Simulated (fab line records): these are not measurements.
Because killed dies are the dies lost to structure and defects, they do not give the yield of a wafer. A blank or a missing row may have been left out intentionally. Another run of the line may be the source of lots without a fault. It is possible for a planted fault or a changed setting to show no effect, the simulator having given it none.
Problem report, 8D (eight disciplines) form, completed by code	flow gf180mcu	the parts of the form that need people (team, actions taken, sign-off) are left out

== 1. WHAT IS WRONG ==
Across 6 wafers from 2 lots, MVPSD_RS at GF_VT_IMPLANT_RS_MEAS_49 averages 1184.5 ohm/sq, while fault-free wafers read 1168.0 ohm/sq with a standard deviation of 2.6. That puts it +6.3 standard deviations away from the usual mean.
The step: measures by four-point-probe.
First observed at day 11 05:41: wafer L975.1, on film-metro-01. The record holds 39 wafers of 13 lots with a number at this step. Rule for "out", or "out of limits": more than 4 standard deviations from the usual mean. Any other wafer with a number is counted as sound.

== 2. WHAT IT IS, AND WHAT IT ISN'T ==
question	is	is not
which readings at this step	MVPSD_RS	-
which lots	L975, L980	L963, L964, L965, L966, L967, L969, L970, L978, L981, L983, L984
which wafers of those lots	all that have a number	-
read on which gauges	film-metro-01, film-metro-02	film-metro-04
when	from day 11 05:41	up to then (21 sound wafers); but 12 sound wafers of L978, L981, L983, L984 came after

== 3. WHAT RULES OUT EACH SUSPECT ==
Counting: any tool at a process step up to the reading is kept as a suspect provided that every lot that is out went through it and no sound lot did after the first of them.
- the gauge at GF_VT_IMPLANT_RS_MEAS_49 is ruled out. The wafers that are out were read on 2 gauges (film-metro-01, film-metro-02).
- implanter-01 at GF_MVPSD_IMPLANT_09: kept. It processed each lot that is out, first L975 at day 8 07:10, and no sound lot thereafter; up to then, the last sound lot it processed was L969 at day 6 19:19. Its own dose-ions-cm2 readings are out on those wafers.
The count leaves implanter-01 at GF_MVPSD_IMPLANT_09.

== 4. THE CAUSE (what the simulator had put in) ==
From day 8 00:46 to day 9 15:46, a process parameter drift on implanter-01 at GF_MVPSD_IMPLANT_09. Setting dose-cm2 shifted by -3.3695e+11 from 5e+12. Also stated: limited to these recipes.
After counting, this tool was the only one left.

== 5. THE CHAIN OF EFFECTS, in route order ==
Rows list readings where the struck wafers' mean (over those with a number) sits beyond 3 standard deviations from the usual. Only readings for which the record gives a usual standard deviation are gone through. hours: the time from each lot's start at the first step in this table that gives one to its start at this step, as a median over the lots. sigmas: the change in usual standard deviations.
hours	step	reading	usual	on struck wafers	change	sigmas
0	GF_MVPSD_IMPLANT_09	dose-ions-cm2	5e+12	5e+12	-3e+11	-60
0	GF_MVPSD_IMPLANT_09	faraday-current-uA	28.2	26.3	-1.9	-3.8
72	GF_VT_IMPLANT_RS_MEAS_49	MVPSD_RS	1168.0 ohm/sq	1184.5	+16.5	+6.3
It contains these process steps:
- GF_MVPSD_IMPLANT_09
At these later measuring or inspecting steps, every struck wafer for which the step has a row has a number for every such reading, and none has moved that far: GF_V3_BOW_MEAS_05, GF_V3_RS_MEAS_24.

== 6. HOW IT WOULD HAVE BEEN CAUGHT EARLIER ==
In this record the first reading out of limits at a measuring or inspecting step was taken at day 11 05:41, 77 hours after the fault began at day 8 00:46.
The tool's own readings at GF_MVPSD_IMPLANT_09 were out on every struck wafer that the step has a row for (dose-ions-cm2): an alarm limit on them would have fired on the first of those.
By day 11 05:41, every lot that is out (2) had started GF_MVPSD_IMPLANT_09 on implanter-01. A hold on the tool at that time would have spared none of them.
